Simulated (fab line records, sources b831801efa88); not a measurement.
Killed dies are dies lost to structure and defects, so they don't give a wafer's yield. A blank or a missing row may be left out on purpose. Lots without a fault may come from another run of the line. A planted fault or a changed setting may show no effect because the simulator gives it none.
Chamber matching | flow gf180mcu | GF_V2_CMP_26 on cmp-01: 4 sister chambers
The step polishes, stops on SiO2, t overpolish 15 s, target thk 0 nm. 14 wafers are shown with their chamber, then 6 later ones without.

WAFERS WITH THEIR CHAMBER
wafer  | chamber | motor_current_A (A) | time_to_endpoint_s (s) | overpolish_run_s (s)
L259.1 | 2       | 11.0                | 80                     | 15.006
L259.5 | 2       | 11.2                | 83                     | 14.989
L259.6 | 1       | 8.6                 | 85                     | 14.990
L260.3 | 2       | 10.7                | 76                     | 15.007
L260.5 | 0       | 12.3                | 77                     | 14.992
L260.6 | 3       | 12.5                | 76                     | 15.000
L261.1 | 2       | 11.3                | 75                     | 15.002
L261.2 | 1       | 8.5                 | 82                     | 14.992
L261.5 | 1       | 9.0                 | 81                     | 14.989
L265.3 | 2       | 10.8                | 77                     | 14.999
L265.5 | 3       | 12.9                | 82                     | 15.008
L276.1 | 3       | 11.9                | 80                     | 14.996
L276.2 | 2       | 11.3                | 80                     | 15.001
L276.3 | 1       | 9.1                 | 85                     | 15.000

SIGNATURES (means of the wafers above)
reading            | chamber 0 | chamber 1 | chamber 2 | chamber 3 | scatter within a chamber
motor_current_A    | 12.300    | 8.800     | 11.050    | 12.433    | 0.332
time_to_endpoint_s | 77.00     | 83.25     | 78.50     | 79.33     | 2.77
overpolish_run_s   | 14.99200  | 14.99275  | 15.00067  | 15.00133  | 0.00599
Rule: a wafer's distance from a chamber is the root of the sum, over the readings, of the square of ((its reading less the chamber's mean) divided by the reading's scatter). The wafer belongs to the nearest chamber; if the next one is less than 2 further off, it can't be placed. The scatter: the root of (the sum of the squares of (reading less its chamber's mean) over the shown wafers, divided by (wafers less chambers)).

WAFERS WITHOUT THEIR CHAMBER
wafer  | motor_current_A (A) | time_to_endpoint_s (s) | overpolish_run_s (s)
L278.3 | 8.9                 | 83                     | 14.995
L278.4 | 12.1                | 77                     | 15.001
L278.5 | 12.1                | 79                     | 15.019
L282.3 | 11.7                | 80                     | 15.004
L282.4 | 11.7                | 83                     | 14.991
L282.6 | 11.7                | 81                     | 14.994

WHICH CHAMBER EACH WENT THROUGH
wafer  | from the rows above          | in truth
L278.3 | 1                            | 1
L278.4 | can't be placed: 3 or 0 or 2 | 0
L278.5 | can't be placed: 3 or 2 or 0 | 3
L282.3 | can't be placed: 2 or 3 or 0 | 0
L282.4 | can't be placed: 0 or 2 or 3 | 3
L282.6 | can't be placed: 0 or 2 or 3 | 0
Placed correctly: 1 of 6. Can't be placed from these rows: 5 (the true chamber is among the candidates in 5). Placed wrongly: 0.
